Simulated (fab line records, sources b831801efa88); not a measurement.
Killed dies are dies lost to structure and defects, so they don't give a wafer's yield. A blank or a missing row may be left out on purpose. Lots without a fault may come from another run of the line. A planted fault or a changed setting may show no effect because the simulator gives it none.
One fault seen from 2 desks | flow gf180mcu | each desk has only its own numbers; what lay behind them comes last

THE METROLOGY DESK
What the gauges read, lot by lot, whatever tool the lot ran on: means of the sampled wafers that have a number. A lot is out of limits, marked OUT, if its mean lies more than 4 standard deviations from the usual mean; the brackets give that distance.
Columns: A = cd_nm at GF_HV_LDD_CD_MEAS_31, usual 399.6 nm; B = SALICIDE_TIN_THK at GF_SALICIDE_THK_MEAS_05, usual 19.9 nm
lot  | first seen here | A     | B
L234 | day 11 05:22    | 401.4 | 19.5
L235 | day 11 14:59    | 399.4 | 20.0
L237 | day 12 06:14    | 393.9 | 19.8
L238 | day 12 16:14    | 398.7 | 19.8
L239 | day 13 06:26    | 401.1 | 20.2
L240 | day 13 14:35    | 401.0 | 19.5
L241 | day 13 23:41    | 399.2 | 20.0
L242 | day 14 04:23    | 399.2 | 19.3
L245 | day 15 05:40    | 399.4 | 19.5
L246 | day 15 10:07    | 402.2 | 19.8
L249 | day 16 11:32    | 401.4 | 19.5
L251 | day 17 02:07    | 400.5 | 19.7
L257 | day 19 04:16    | 399.8 | 20.2
This desk's finding: nothing out of limits on any of the 13 lots.

THE TOOL OWNER'S DESK: litho_track-03
The tool's own readings at GF_SAB_SOFTBAKE_05 (time 60 s): means of the sampled wafers that have a number, for each lot that ran on this tool. A lot is out of limits, marked OUT, if its mean lies more than 4 standard deviations from the usual mean; the brackets give that distance.
Columns: A = heater_power_total_W at GF_SAB_SOFTBAKE_05, usual 56.59 W; B = plate_temp_C at GF_SAB_SOFTBAKE_05, usual 90.00 C
lot  | first seen here | A                       | B
L234 | day 14 09:16    | 56.57                   | 90.12
L241 | day 17 07:35    | 56.63                   | 90.00
L245 | day 18 17:44    | 56.58                   | 90.03
L249 | day 20 02:02    | 61.19 (+99 or more) OUT | 95.06 (+39) OUT
L251 | day 20 17:01    | 61.17 (+99 or more) OUT | 95.22 (+40) OUT
This desk's finding: out of limits on L249, L251; first on L249, day 20 02:02 (heater_power_total_W at GF_SAB_SOFTBAKE_05). In limits: L234, L241, L245.

PUT TOGETHER
The tool owner's desk could have raised an alarm at day 20 02:02, on L249, L251.
The metrology desk saw nothing out of limits.
The metrology desk has L249, L251 on record, within its limits.
Of the lots named, all ran GF_SAB_SOFTBAKE_05 on litho_track-03.

WHAT THE SIMULATOR HAD PUT IN
Process parameter drift: litho_track-03, from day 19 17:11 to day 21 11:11, at GF_SAB_SOFTBAKE_05. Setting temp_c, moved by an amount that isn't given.
Lots struck among those shown: L249, L251.
Hours from the fault's start to each desk's first reading out of limits: the tool owner's desk, 9.
